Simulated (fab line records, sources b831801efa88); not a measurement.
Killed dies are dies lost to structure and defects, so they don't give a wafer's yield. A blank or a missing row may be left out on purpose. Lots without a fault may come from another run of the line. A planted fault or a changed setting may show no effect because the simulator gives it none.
A struck lot beside a sound one | flow sky130 | 14 steps out of a route of 708
Sound: wafers L536.1, L536.2, L536.5. Struck: wafers L531.1, L531.4, L531.6. The cause comes at the end.
At each step with rows: each side's tool, then ch and its chambers, then its first start. Under that, the readings that differ: sound wafers | struck wafers | difference of the means | sigmas: that difference in standard deviations of wafers without a fault.
alike: readings whose means differ by less than 2 such deviations, and words and numbers that are the same on both sides. not compared: withheld readings, readings that some wafer has no value for, bounds like >300 that may hide the same value, and numbers for which the record gives no deviation and whose values overlap.
The two part at a step that has a row with sigmas, a row that says differs or no value, or rows on one side only. Numbers that don't overlap but have no deviation are shown without sigmas and don't part them. A reading that every wafer of one side lacks parts them only if that side has two wafers or more.

first, 4 steps without rows for these wafers: SKY_VIA1_STRIP_16 (strips in O2/N2); SKY_VIA1_STRIP_17 (strips in post etch residue remover, time 1200 s); SKY_VIA1_CLEAN_18 (cleans in IPA, time 180 s); SKY_VIA1_CLEAN_19 (cleans in O3/DIW).
SKY_VIA1_SPUTTER_20: material TiN, target thk 20 nm, time 80 s.
  sound on pvd_sputter-01, day 40 06:37; struck on pvd_sputter-03, day 39 06:29
  alike: cathode_dc_power_W, chamber_pressure_pa, throttle_valve_pct
then, 1 step without rows for these wafers: SKY_VIA1_CVD_21 (deposits W, target thk 270 nm, time 80.902 s).
SKY_VIA1_RS_MEAS_22: measures by four-point-probe.
  sound on film_metro-03, day 40 06:46; struck on film_metro-02, day 39 06:38
  alike: VIA1_W_RS
SKY_VIA1_THK_MEAS_23: measures by xrf.
  sound on film_metro-03, day 40 06:53; struck on film_metro-02, day 39 06:45
  alike: VIA1_W_THK
SKY_VIA1_CMP_24: polishes, stops on SiO2, t overpolish 15 s, target thk 0 nm.
  sound on cmp-01 ch 0,1, day 40 07:00; struck on cmp-01 ch 0,1,3, day 39 06:49
  reading                | sound    | struck   | difference | sigmas
  time_to_endpoint_s (s) | 75 73 74 | 66 64 70 | -7         | -2
  alike: motor_current_A, overpolish_run_s
SKY_METAL2_SPUTTER_00: material Ti, target thk 15 nm, time 10 s.
  sound on pvd_sputter-01, day 40 07:15; struck on pvd_sputter-01, day 39 07:07
  alike: cathode_dc_power_W, chamber_pressure_pa, throttle_valve_pct
SKY_METAL2_SPUTTER_01: material TiN, target thk 20 nm, time 16.7 s.
  sound on pvd_sputter-01, day 40 07:16; struck on pvd_sputter-01, day 39 07:08
  alike: cathode_dc_power_W, chamber_pressure_pa, throttle_valve_pct
SKY_METAL2_SPUTTER_02: material AlCu, target thk 250 nm, time 13.3 s.
  sound on pvd_sputter-01, day 40 07:18; struck on pvd_sputter-01, day 39 07:10
  alike: cathode_dc_power_W, chamber_pressure_pa, throttle_valve_pct
SKY_METAL2_SPUTTER_03: material Ti, target thk 5 nm, time 3.3 s.
  sound on pvd_sputter-01, day 40 07:19; struck on pvd_sputter-01, day 39 07:11
  no value came back on the struck wafers for cathode_dc_power_W (W), chamber_pressure_pa (Pa), throttle_valve_pct (%), time_s (s); on the sound wafers cathode_dc_power_W (W) reads 2999.8 2999.4 3000.5
then, 1 step without rows for these wafers: SKY_METAL2_SPUTTER_04 (material TiN, target thk 70 nm, time 58.3 s).

WHERE THEY PART
First at SKY_VIA1_CMP_24; last, within this record, at SKY_METAL2_SPUTTER_03.

WHY: what the simulator had put in
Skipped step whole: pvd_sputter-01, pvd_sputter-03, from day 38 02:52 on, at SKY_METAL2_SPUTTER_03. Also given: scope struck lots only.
